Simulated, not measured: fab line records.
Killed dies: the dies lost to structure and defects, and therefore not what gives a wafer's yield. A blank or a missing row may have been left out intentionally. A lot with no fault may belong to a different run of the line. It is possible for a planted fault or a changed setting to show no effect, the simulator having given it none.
Which tool was responsible?	flow sky130	6 lots with 18 wafers sampled at 4 steps, on a route of 708 steps

WHAT THE GAUGES READ, wafer by wafer
SKY_CONTACT_CD_MEAS_14 targets a cd of 170 nm.
lot	measured	on	cdNm (nm)
L678	day 33 12:32	cdSem-01	171.1 169.3 168.0
L683	day 35 15:31	cdSem-02	168.3 167.7 168.0
L688	day 37 16:37	cdSem-02	170.6 171.3 170.6
L691	day 38 15:33	cdSem-02	165.9 165.3 165.8
L693	day 39 00:27	cdSem-01	173.0 173.4 172.8
L694	day 39 06:58	cdSem-01	171.3 172.7 172.0

WHICH TOOL RAN EACH LOT (tool, then ch and the chambers of the sampled wafers, then the start)
lot	SKY_LOCAL_INTERCONNECT_ETCH_13	SKY_CONTACT_CVD_00	SKY_CONTACT_CMP_04
L678	rieMetal-02 ch 0,1, day 32 07:32	pecvd-02 ch 0,1,2, day 32 08:16	cmp-01 ch 0,1,2, day 32 08:30
L683	rieMetal-01 ch 0,1, day 34 11:46	pecvd-02 ch 0,1,2, day 34 12:29	cmp-02 ch 0,3, day 34 12:42
L688	rieMetal-04 ch 0,1, day 36 13:50	pecvd-01 ch 0,1,2, day 36 14:32	cmp-01 ch 0,1,2, day 36 14:46
L691	rieMetal-01 ch 0,1, day 37 12:17	pecvd-04 ch 1,2, day 37 12:59	cmp-02 ch 0,1,3, day 37 13:17
L693	rieMetal-04 ch 0,1, day 37 21:35	pecvd-04 ch 0,1, day 37 22:20	cmp-01 ch 1,2, day 37 22:33
L694	rieMetal-02 ch 1, day 38 04:21	pecvd-02 ch 0,1,2, day 38 05:10	cmp-02 ch 0,1,2, day 38 05:28
- SKY_LOCAL_INTERCONNECT_ETCH_13: etches BARC in N2/H2, stops on SiO2, time 45.9 s, target depth 60 nm.
- SKY_CONTACT_CVD_00: deposits Si3N4, target thk 75 nm.
- SKY_CONTACT_CMP_04: polishes SiO2.

THE ANSWER, worked out from the rows above alone
Rule: the usual values come from the lots themselves. The widest of any qualifying gaps counts: lots, ordered by their means at a reading, are off when they make up no more than a third of the lots, leave a main group of 4 or more, and stand apart from it by 3 or more times the standard deviation of that group's means. The tables above print the reading to a certain number of digits; a main group whose means all agree to those digits is not used. A lot without any number at a reading at which 4 lots or more have one is off too. All remaining lots with rows at the step are treated as sound.
No lot is off on any of the readings shown, so nothing can be concluded from this.

WHAT WAS PUT IN BY THE SIMULATOR
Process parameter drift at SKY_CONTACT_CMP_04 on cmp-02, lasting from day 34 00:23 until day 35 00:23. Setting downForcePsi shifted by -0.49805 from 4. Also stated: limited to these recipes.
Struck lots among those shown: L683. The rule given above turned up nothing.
